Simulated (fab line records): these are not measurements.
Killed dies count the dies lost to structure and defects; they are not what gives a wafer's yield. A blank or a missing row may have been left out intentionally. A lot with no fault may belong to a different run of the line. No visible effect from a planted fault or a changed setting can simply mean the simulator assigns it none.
fab line records | flow sfq-line | part 1 of 2: steps 1 to 29 of 41
record lots=5 wafers=15 last-day=90
route steps=325 shown I6@267 M7@281 I7@296
lots untouched by any fault: they come from a run of this same line in which no faults occurred
start-h: start of the lot's first displayed wafer, in hours after the record's first day | wait-h: hours from the lot's prior step to this one | " unchanged from the row above | L1.1+2: a single row standing in for several wafers | - value missing, or start not given | * or withheld: withheld | < > ~ a bound
route shown NAME@n: NAME is a module with steps in the file, n the number in the route of the first one | usual: the fault-free wafers' mean and standard deviation | same: alike in all rows | chamber/n: place in a boat | sites: readings site by site | _std_site: standard deviation across them | _edge_site: outer sites' mean less inner sites' | radius-mm: for every site, how far away it sits from the centre of the wafer | mask NAME#n: copy n | behind: the tool/chamber that last shaped the wafer | hold: the reason the lot was held/the length of the hold in hours/how it ended | device: transistor that didn't switch, given as n, p or np | end of line: the route-end tests of the same wafers | a step without rows: its recipe alone | killed: dies that structure and defects cost at the first sort, which is not the same as the wafer's yield | map: the dies of a wafer, with x for killed, . for not killed, _ for no die there
set.NAME: the setting as run; set.NAME@STEP: as run at that earlier step | model.NAME: the simulator's own value behind a step, which no gauge read
a table for each step, a row for each wafer; lots at some steps of the route
services: a tool's chamber out of use, with start hour (start-h, from the record's first day; less than 0 if before it), hours out, and reason
## steps
# step SFQ_TRILAYER_I6_CMP_CMP_166
# recipe material=SiO2 down-force-psi=3 platen-rpm=60 pad-velocity-m-s=0.94248
# usual motor-current-A=9.9/1.3 slurry-filter-dp-kPa=13.50/0.15 time-to-endpoint-s=217/6.3
# columns lot.wafer tool chamber start-h wait-h motor-current-A slurry-filter-dp-kPa time-to-endpoint-s
L075.4 cmp-01 2 1690.69 1.1 12.3 13.69 225
L075.1 " 0 1691.69 2.1 8.3 13.29 215
L075.6 " 1 " " 9.9 13.30 229
L081.1 cmp-01 3 1732.80 0.0 8.5 13.31 218
L081.3 " 1 1733.80 1.0 9.7 13.30 216
L081.2 " 2 " " 12.6 13.89 219
L086.1 cmp-01 0 1782.79 0.0 8.5 13.33 215
L086.4 " 2 1783.79 1.0 12.1 13.40 212
L086.5 " 1 1785.29 2.5 8.7 13.45 215
L092.1 cmp-01 3 1852.93 5.4 8.2 13.66 208
L092.3 " 0 " " 8.0 13.64 212
L092.6 " 3 1854.93 7.3 8.4 13.49 210
L093.3 cmp-02 1 1853.69 4.9 10.5 13.39 218
L093.2 " 2 " " 12.1 13.50 217
L093.6 " 0 1855.19 6.4 10.3 13.48 223
# step SFQ_I6_BOW_MEAS_941
# recipe mode=bow
# usual I6_BOW=7/9.3
# columns lot.wafer tool chamber start-h wait-h I6_BOW[um]
L075.1 film-metro-04 - 1693.19 1.0 1
L075.4 " - " " -10
L075.6 " - " " -9
L081.1 film-metro-03 - 1735.80 2.5 24
L081.2 " - " " 22
L081.3 " - " " 28
L086.1 film-metro-04 - 1785.79 2.5 25
L086.4 " - " " 14
L086.5 " - " " 24
L092.1 film-metro-01 - 1855.43 2.0 5
L092.3 " - " " -4
L092.6 " - " " -13
L093.2 film-metro-04 - 1856.21 1.5 5
L093.3 " - " " 5
L093.6 " - " " 5
# step SFQ_TRILAYER_I6_METRO_MEASURE_167
# usual thk-nm=200.4/0.86
# columns lot.wafer tool chamber start-h wait-h thk-nm
L075.1 film-metro-04 - 1693.31 0.1 200.7
L075.4 " - " " 201.1
L075.6 " - " " 199.5
L081.1 film-metro-03 - 1735.92 0.1 201.8
L081.2 " - " " 200.5
L081.3 " - " " 201.2
L086.1 film-metro-04 - 1785.91 0.1 200.5
L086.4 " - " " 200.4
L086.5 " - " " 199.7
L092.1 film-metro-01 - 1855.55 0.1 200.3
L092.3 " - " " 198.8
L092.6 " - " " 199.8
L093.2 film-metro-04 - 1856.51 0.3 200.1
L093.3 " - " " 199.6
L093.6 " - " " 201.1
# step SFQ_TRILAYER_I6_VIA_LITHO_COAT_174
# recipe resist=BARC spin-rpm=3000 resist-thk-nm=62
# columns lot.wafer tool chamber start-h wait-h
L075.1+4+6 litho-track-02 0 1694.51 1.0
L081.1+2+3 litho-track-03 0 1737.12 1.0
L086.1+4+5 litho-track-03 0 1787.11 1.0
L092.1+3+6 litho-track-02 0 1856.75 1.0
L093.2+3+6 litho-track-03 0 1857.56 0.8
# step SFQ_TRILAYER_I6_VIA_LITHO_COAT_169
# recipe resist=KrF spin-rpm=3000 resist-thk-nm=650
# columns lot.wafer tool chamber start-h wait-h
L075.1+4+6 litho-track-02 0 1694.81 0.2
L081.1+2+3 litho-track-03 0 1737.42 0.2
L086.1+4+5 litho-track-03 0 1787.41 0.2
L092.1+3+6 litho-track-02 0 1857.05 0.2
L093.2+3+6 litho-track-03 0 1857.86 0.2
# step SFQ_TRILAYER_I6_VIA_LITHO_SOFTBAKE_173
# recipe temp-c=withheld time-s=withheld resist=KrF
# columns lot.wafer tool chamber start-h wait-h
L075.1+4+6 litho-track-02 0 1695.11 0.2
L081.1+2+3 litho-track-03 0 1737.72 0.2
L086.1+4+5 litho-track-03 0 1787.71 0.2
L092.1+3+6 litho-track-02 0 1857.35 0.2
L093.2+3+6 litho-track-03 0 1858.13 0.2
# step SFQ_TRILAYER_I6_VIA_LITHO_EXPOSE_170
# recipe mask-id=I6 na=0.6 source-shape=conventional sigma-outer=0.65 target-cd-nm=700 dose-mj=21.3
# columns lot.wafer tool chamber start-h wait-h mask
L075.1+4+6 krf-scanner-02 0 1798.22 - I6#0
L081.1+2+3 krf-scanner-02 0 1841.42 - I6#0
L086.1+4+5 krf-scanner-02 0 1892.10 - I6#0
L092.1+3+6 krf-scanner-01 0 1954.23 - I6#0
L093.2+3+6 krf-scanner-01 0 1955.63 - I6#0
# step SFQ_TRILAYER_I6_VIA_LITHO_PEB_172
# recipe peb-temp-c=115 peb-time-s=60 resist=KrF
# columns lot.wafer tool chamber start-h wait-h
L075.1+4+6 litho-track-02 0 1799.42 1.0
L081.1+2+3 litho-track-02 0 1842.62 1.0
L086.1+4+5 litho-track-03 0 1893.30 1.0
L092.1+3+6 litho-track-02 0 1955.43 1.0
L093.2+3+6 litho-track-03 0 1956.65 0.8
# step SFQ_TRILAYER_I6_VIA_LITHO_DEVELOP_171
# recipe time-s=60 resist=KrF
# columns lot.wafer tool chamber start-h wait-h
L075.1+4+6 litho-track-02 0 1799.57 0.1
L081.1+2+3 litho-track-02 0 1842.77 0.1
L086.1+4+5 litho-track-03 0 1893.45 0.1
L092.1+3+6 litho-track-02 0 1955.58 0.1
L093.2+3+6 litho-track-03 0 1956.80 0.1
# step SFQ_I6_OVL_MEAS_942
# usual I6_OVL=0/6
# columns lot.wafer tool chamber start-h wait-h I6_OVL[nm]
L075.1 overlay-02 - 1799.72 0.1 1
L075.4 " - " " 3
L075.6 " - " " 8
L081.1 overlay-02 - 1842.92 0.1 1
L081.2 " - " " -4
L081.3 " - " " 1
L086.1 overlay-01 - 1893.60 0.1 4
L086.4 " - " " 0
L086.5 " - " " 1
L092.1 overlay-01 - 1955.73 0.1 -5
L092.3 " - " " 2
L092.6 " - " " 0
L093.2 overlay-02 - 1956.93 0.1 -1
L093.3 " - " " 2
L093.6 " - " " 1
# step SFQ_TRILAYER_I6_VIA_BARC_OPEN_VIA_ETCH_235
# recipe mask-material=PR chemistry=O2 target-depth-nm=125 target=BARC source-w=500 bias-w=80 pressure-mtorr=30 time-s=41.7
# usual drypump-motor-current-A=5.6/0.44 oes-product-au=0.685/0.0046
# columns lot.wafer tool chamber start-h wait-h drypump-motor-current-A oes-product-au rf-hours-counter-h
L075.1 rie-diel-01 3 1799.75 0.0 5.9 0.690 9
L075.4 " 1 " " 5.8 0.688 10
L075.6 " 2 " " 6.3 0.688 -
L081.1 rie-diel-01 0 1842.95 0.0 5.4 0.675 9
L081.2 " 2 " " 6.3 0.683 1
L081.3 " 3 " " 5.9 0.677 10
L086.1 rie-diel-04 2 1893.63 0.0 5.0 0.685 17
L086.4 " 0 " " 5.0 0.686 2
L086.5 " 0 " " 5.0 0.683 -
L092.1 rie-diel-04 3 1955.76 0.0 5.7 0.693 1
L092.3 " 1 " " 6.0 0.684 2
L092.6 " 2 " " 5.0 0.689 -
L093.2 rie-diel-02 2 1956.96 0.0 6.1 0.689 1
L093.3 " 2 " " 6.1 0.689 -
L093.6 " 3 " " 5.4 0.681 -
# step SFQ_TRILAYER_I6_VIA_ETCH_VIA_ETCH_172
# recipe target=SiO2 stop-on=Nb mask-material=PR taper-deg=20 chemistry=CHF3 target-depth-nm=260 source-w=500 bias-w=80 pressure-mtorr=30 time-s=withheld
# usual drypump-motor-current-A=5.6/0.43 oes-product-au=0.855/0.0048
# columns lot.wafer tool chamber start-h wait-h drypump-motor-current-A oes-product-au
L075.1 rie-diel-01 3 1799.79 0.0 5.9 0.859
L075.4 " 1 " " 5.8 0.852
L075.6 " 2 " " 6.2 0.852
L081.1 rie-diel-01 0 1842.99 0.0 5.5 0.863
L081.2 " 2 " " 6.3 0.851
L081.3 " 3 " " 5.9 0.853
L086.1 rie-diel-04 2 1893.67 0.0 5.0 0.856
L086.4 " 0 " " 5.0 0.855
L086.5 " 0 " " 5.0 0.855
L092.1 rie-diel-04 3 1955.80 0.0 5.7 0.857
L092.3 " 1 " " 6.0 0.854
L092.6 " 2 " " 5.0 0.854
L093.2 rie-diel-02 2 1957.02 0.0 6.1 0.857
L093.3 " 2 " " 6.1 0.846
L093.6 " 3 " " 5.4 0.855
# step SFQ_TRILAYER_I6_VIA_STRIP_STRIP_173
# recipe gas=O2 power-w=200 platen-temp-c=40 overash-fraction=0.65 chemistry=O2 pressure-mtorr=50
# usual drypump-motor-current-A=5.9/0.4 oes-product-au=1.002/0.0071
# columns lot.wafer tool chamber start-h wait-h drypump-motor-current-A oes-product-au rf-hours-counter-h
L075.1 rie-metal-03 1 1799.91 - 6.0 0.997 81
L075.4 " 0 " " 6.1 1.004 -
L075.6 " 0 " " 6.1 1.001 -
L081.1 rie-metal-01 1 1843.11 - 5.9 1.003 19
L081.2 " 0 " " 6.5 1.000 70
L081.3 " 0 " " 6.5 1.002 -
L086.1 rie-metal-04 1 1893.79 - 5.8 1.005 93
L086.4 " 1 " " 5.8 1.000 -
L086.5 " 1 " " 5.8 1.013 -
L092.1 rie-metal-03 0 1955.91 - 6.1 1.009 12
L092.3 " 0 " " 6.1 0.998 -
L092.6 " 0 " " 6.1 1.004 -
L093.2 rie-metal-01 1 1957.19 - 5.9 1.013 34
L093.3 " 1 " " 5.9 1.008 -
L093.6 " 1 " " 5.9 1.015 -
# step SFQ_TRILAYER_I6_VIA_STRIP_SOLV_CLEAN_174
# recipe chemistry=NMP temp-c=70 time-s=600
# columns lot.wafer tool chamber start-h wait-h
L075.1+4+6 wet-bench-03 4,5,1 1800.51 0.4
L081.1+2+3 wet-bench-04 5,2,7 1843.71 0.4
L086.1+4+5 wet-bench-03 7,0,2 1894.39 0.4
L092.1+3+6 wet-bench-01 3,5,0 1956.51 0.4
L093.2+3+6 wet-bench-03 1,2,5 1957.79 0.4
# step SFQ_TRILAYER_M7_DEP_PRE_CLEAN_176
# recipe gas=Ar time-s=22.5 bias-v=250
# columns lot.wafer tool chamber start-h wait-h
L075.1+4+6 pvd-sputter-06 - 1800.68 0.0
L081.1+2+3 pvd-sputter-03 - 1843.88 0.0
L086.1+4+5 pvd-sputter-03 - 1894.56 0.0
L092.1+3+6 pvd-sputter-06 - 1956.69 0.0
L093.2+3+6 pvd-sputter-03 - 1957.97 0.0
# step SFQ_TRILAYER_M7_DEP_SPUTTER_175
# recipe material=Nb base-pressure-pa=1.33e-06 chamber-pressure-pa=0.1333 substrate-temp-c=20 target-thk-nm=200 power-w=2000 time-s=133.3
# usual chamber-pressure-pa=0.13332/0.00028 throttle-valve-pct=30.0/1.1
# columns lot.wafer tool chamber start-h wait-h chamber-pressure-pa throttle-valve-pct
L075.1 pvd-sputter-06 - 1800.74 0.0 0.1332 30.1
L075.4 " - " " 0.13338 30.4
L075.6 " - " " 0.13348 29.8
L081.1 pvd-sputter-03 - 1843.91 0.0 0.13346 30.5
L081.2 " - " " 0.13328 27.8
L081.3 " - " " 0.1332 30.6
L086.1 pvd-sputter-03 - 1894.59 0.0 0.13332 30.5
L086.4 " - " " 0.13283 27.8
L086.5 " - " " 0.13273 27.8
L092.1 pvd-sputter-06 - 1956.72 0.0 0.13339 29.4
L092.3 " - " " 0.13309 30.0
L092.6 " - " " 0.13341 30.2
L093.2 pvd-sputter-03 - 1958.00 0.0 0.13315 27.7
L093.3 " - " " 0.1336 30.2
L093.6 " - " " 0.13377 30.5
# step SFQ_M7_RS_MEAS_943
# recipe thk-meas-gauge=four-point-probe reads=Nb_of_TRILAYER_M7_DEP_SPUTTER_175
# usual M7_NB_RS=0.890/0.0092
# columns lot.wafer tool chamber start-h wait-h M7_NB_RS[ohm/sq]
L075.1 film-metro-02 - 1800.92 0.1 0.885
L075.4 " - " " 0.880
L075.6 " - " " 0.886
L081.1 film-metro-02 - 1844.00 0.0 0.888
L081.2 " - " " 0.884
L081.3 " - " " 0.900
L086.1 film-metro-01 - 1894.68 0.0 0.892
L086.4 " - " " 0.884
L086.5 " - " " 0.877
L092.1 film-metro-04 - 1956.81 0.0 0.895
L092.3 " - " " 0.893
L092.6 " - " " 0.886
L093.2 film-metro-01 - 1958.11 0.1 0.876
L093.3 " - " " 0.881
L093.6 " - " " 0.880
# step SFQ_TRILAYER_M7_LITHO_COAT_182
# recipe resist=BARC spin-rpm=2956 resist-thk-nm=62
# columns lot.wafer tool chamber start-h wait-h
L075.1+4+6 litho-track-04 0 1801.10 0.1
L081.1+2+3 litho-track-04 0 1844.18 0.1
L086.1+4+5 litho-track-01 0 1894.86 0.1
L092.1+3+6 litho-track-01 0 1956.99 0.1
L093.2+3+6 litho-track-04 0 1958.32 0.1
# step SFQ_TRILAYER_M7_LITHO_COAT_177
# recipe resist=KrF spin-rpm=3000 resist-thk-nm=600
# columns lot.wafer tool chamber start-h wait-h
L075.1+4+6 litho-track-04 0 1801.40 0.2
L081.1+2+3 litho-track-04 0 1844.48 0.2
L086.1+4+5 litho-track-01 0 1895.16 0.2
L092.1+3+6 litho-track-01 0 1957.29 0.2
L093.2+3+6 litho-track-04 0 1958.62 0.2
# step SFQ_TRILAYER_M7_LITHO_SOFTBAKE_181
# recipe temp-c=withheld time-s=withheld resist=KrF
# columns lot.wafer tool chamber start-h wait-h
L075.1+4+6 litho-track-04 0 1801.70 0.2
L081.1+2+3 litho-track-04 0 1844.78 0.2
L086.1+4+5 litho-track-01 0 1895.46 0.2
L092.1+3+6 litho-track-01 0 1957.59 0.2
L093.2+3+6 litho-track-04 0 1958.89 0.2
# step SFQ_TRILAYER_M7_LITHO_EXPOSE_178
# recipe mask-id=M7 na=0.6 source-shape=conventional sigma-outer=0.65 target-cd-nm=500 dose-mj=14.4
# columns lot.wafer tool chamber start-h wait-h mask
L075.1+4+6 krf-scanner-02 0 1901.70 - M7#0
L081.1+2+3 krf-scanner-01 0 1939.02 - M7#0
L086.1+4+5 krf-scanner-01 0 1998.63 - M7#0
L092.1+3+6 krf-scanner-02 0 2059.42 - M7#0
L093.2+3+6 krf-scanner-02 0 2060.82 - M7#0
# step SFQ_TRILAYER_M7_LITHO_PEB_180
# recipe peb-temp-c=115 peb-time-s=60 resist=KrF
# columns lot.wafer tool chamber start-h wait-h
L075.1+4+6 litho-track-02 0 1902.90 1.0
L081.1+2+3 litho-track-02 0 1940.22 1.0
L086.1+4+5 litho-track-04 0 1999.83 1.0
L092.1+3+6 litho-track-01 0 2060.62 1.0
L093.2+3+6 litho-track-04 0 2061.85 0.8
# step SFQ_TRILAYER_M7_LITHO_DEVELOP_179
# recipe time-s=60 resist=KrF
# columns lot.wafer tool chamber start-h wait-h
L075.1+4+6 litho-track-02 0 1903.05 0.1
L081.1+2+3 litho-track-02 0 1940.37 0.1
L086.1+4+5 litho-track-04 0 1999.98 0.1
L092.1+3+6 litho-track-01 0 2060.77 0.1
L093.2+3+6 litho-track-04 0 2062.00 0.1
# step SFQ_M7_OVL_MEAS_945
# usual M7_OVL=0/5.4
# columns lot.wafer tool chamber start-h wait-h M7_OVL[nm]
L075.1 overlay-02 - 1903.20 0.1 -4
L075.4 " - " " -3
L075.6 " - " " 0
L081.1 overlay-02 - 1940.52 0.1 -3
L081.2 " - " " -8
L081.3 " - " " 2
L086.1 overlay-02 - 2000.13 0.1 12
L086.4 " - " " 5
L086.5 " - " " 6
L092.1 overlay-01 - 2060.92 0.1 8
L092.3 " - " " 9
L092.6 " - " " 9
L093.2 overlay-02 - 2062.13 0.1 -1
L093.3 " - " " -1
L093.6 " - " " 1
# step SFQ_TRILAYER_M7_BARC_OPEN_METAL_ETCH_229
# recipe mask-material=PR chemistry=O2 target-depth-nm=125 target=BARC icp-w=600 bias-w=80 pressure-mtorr=10 time-s=41.7
# usual drypump-motor-current-A=5.9/0.47 oes-product-au=0.687/0.0045
# columns lot.wafer tool chamber start-h wait-h drypump-motor-current-A oes-product-au rf-hours-counter-h
L075.1 rie-metal-04 0 1903.23 0.0 5.1 0.686 31
L075.4 " 0 " " 5.1 0.690 -
L075.6 " 0 " " 5.1 0.682 -
L081.1 rie-metal-01 0 1940.56 0.0 6.5 0.690 83
L081.2 " 1 " " 5.9 0.685 32
L081.3 " 0 " " 6.5 0.696 -
L086.1 rie-metal-04 0 2000.16 0.0 5.1 0.681 42
L086.4 " 0 " " 5.1 0.679 -
L086.5 " 0 " " 5.1 0.691 -
L092.1 rie-metal-02 1 2060.96 0.0 5.4 0.696 77
L092.3 " 1 " " 5.4 0.683 -
L092.6 " 1 " " 5.4 0.690 -
L093.2 rie-metal-01 0 2062.16 0.0 6.5 0.689 97
L093.3 " 1 " " 5.9 0.685 -
L093.6 " 1 " " 5.9 0.683 -
# step SFQ_TRILAYER_M7_ETCH_METAL_ETCH_180
# recipe target=Nb stop-on=SiO2 mask-material=PR chemistry=Cl2/Ar target-depth-nm=240 icp-w=579.8 bias-w=80 pressure-mtorr=10 time-s=120
# usual drypump-motor-current-A=5.9/0.47 oes-product-au=0.895/0.007
# columns lot.wafer tool chamber start-h wait-h drypump-motor-current-A oes-product-au rf-hours-counter-h
L075.1 rie-metal-04 0 1903.29 0.0 5.1 0.904 31
L075.4 " 0 " " 5.1 0.895 -
L075.6 " 0 " " 5.1 0.903 -
L081.1 rie-metal-01 0 1940.62 0.0 6.5 0.896 83
L081.2 " 1 " " 5.9 0.889 32
L081.3 " 0 " " 6.5 0.882 -
L086.1 rie-metal-04 0 2000.22 0.0 5.1 0.898 42
L086.4 " 0 " " 5.1 0.902 -
L086.5 " 0 " " 5.1 0.915 -
L092.1 rie-metal-02 1 2061.02 0.0 5.5 0.890 77
L092.3 " 1 " " 5.4 0.895 -
L092.6 " 1 " " 5.5 0.891 -
L093.2 rie-metal-01 0 2062.22 0.0 6.5 0.903 97
L093.3 " 1 " " 5.9 0.887 -
L093.6 " 1 " " 5.9 0.902 -
# step SFQ_TRILAYER_M7_STRIP_STRIP_181
# recipe gas=O2 power-w=200 platen-temp-c=40 overash-fraction=0.65 chemistry=O2 pressure-mtorr=50
# usual drypump-motor-current-A=5.9/0.47 oes-product-au=1.000/0.0066
# columns lot.wafer tool chamber start-h wait-h drypump-motor-current-A oes-product-au rf-hours-counter-h
L075.1 rie-metal-04 0 1903.42 0.1 5.1 1.001 31
L075.4 " 0 " " 5.1 1.003 -
L075.6 " 0 " " 5.1 1.007 -
L081.1 rie-metal-01 0 1940.74 0.1 6.5 0.994 83
L081.2 " 1 " " 5.9 1.006 32
L081.3 " 0 " " 6.4 0.996 -
L086.1 rie-metal-04 0 2000.35 0.1 5.1 1.010 42
L086.4 " 0 " " 5.1 0.991 -
L086.5 " 0 " " 5.1 1.002 -
L092.1 rie-metal-02 1 2061.14 0.1 5.4 1.001 77
L092.3 " 1 " " 5.4 1.003 -
L092.6 " 1 " " 5.5 0.997 -
L093.2 rie-metal-01 0 2062.34 0.1 6.4 0.990 97
L093.3 " 1 " " 5.9 0.999 -
L093.6 " 1 " " 5.9 0.999 -
# step SFQ_TRILAYER_M7_STRIP_SOLV_CLEAN_182
# recipe chemistry=NMP temp-c=70 time-s=600
# columns lot.wafer tool chamber start-h wait-h
L075.1+4+6 wet-bench-01 1,7,2 1904.02 0.4
L081.1+2+3 wet-bench-02 0,5,7 1941.34 0.4
L086.1+4+5 wet-bench-01 4,6,3 2000.95 0.4
L092.1+3+6 wet-bench-01 3,4,7 2061.74 0.4
L093.2+3+6 wet-bench-04 2,6,3 2062.94 0.4
# step SFQ_TRILAYER_I7_DEP_PECVD_183
# recipe material=SiO2 temp-c=150 time-s=111.11 pressure-torr=2.4 rf-w=183.3 precursor=SiH4/N2O target-thk-nm=500
# usual heater-power-outer-w=25/8.6 heater-power-w=75/14 susceptor-temp-C=150.02/0.14 throttle-valve-pct=25.4/2.2
# columns lot.wafer tool chamber start-h wait-h heater-power-outer-w heater-power-w susceptor-temp-C throttle-valve-pct
L075.1 pecvd-04 1 1904.19 0.0 33 88 149.92 25.6
L075.4 " 1 " " 35 89 150.14 25.7
L075.6 " 2 " " 38 96 149.94 23.0
L081.1 pecvd-04 2 1941.52 0.0 38 96 150.00 22.8
L081.2 " 1 " " 27 80 149.86 25.8
L081.3 " 0 " " 14 49 149.68 24.2
L086.1 pecvd-04 2 2001.12 0.0 33 87 150.09 23.0
L086.4 " 0 " " 16 53 149.69 24.2
L086.5 " 1 " " 34 89 149.88 26.0
L092.1 pecvd-04 2 2061.92 0.0 30 85 149.98 23.2
L092.3 " 0 " " 18 56 150.22 24.5
L092.6 " 2 " " 33 88 150.03 23.3
L093.2 pecvd-03 0 2063.12 0.0 17 71 149.92 24.2
L093.3 " 2 " " 33 80 150.05 28.2
L093.6 " 1 " " 26 71 149.88 29.6
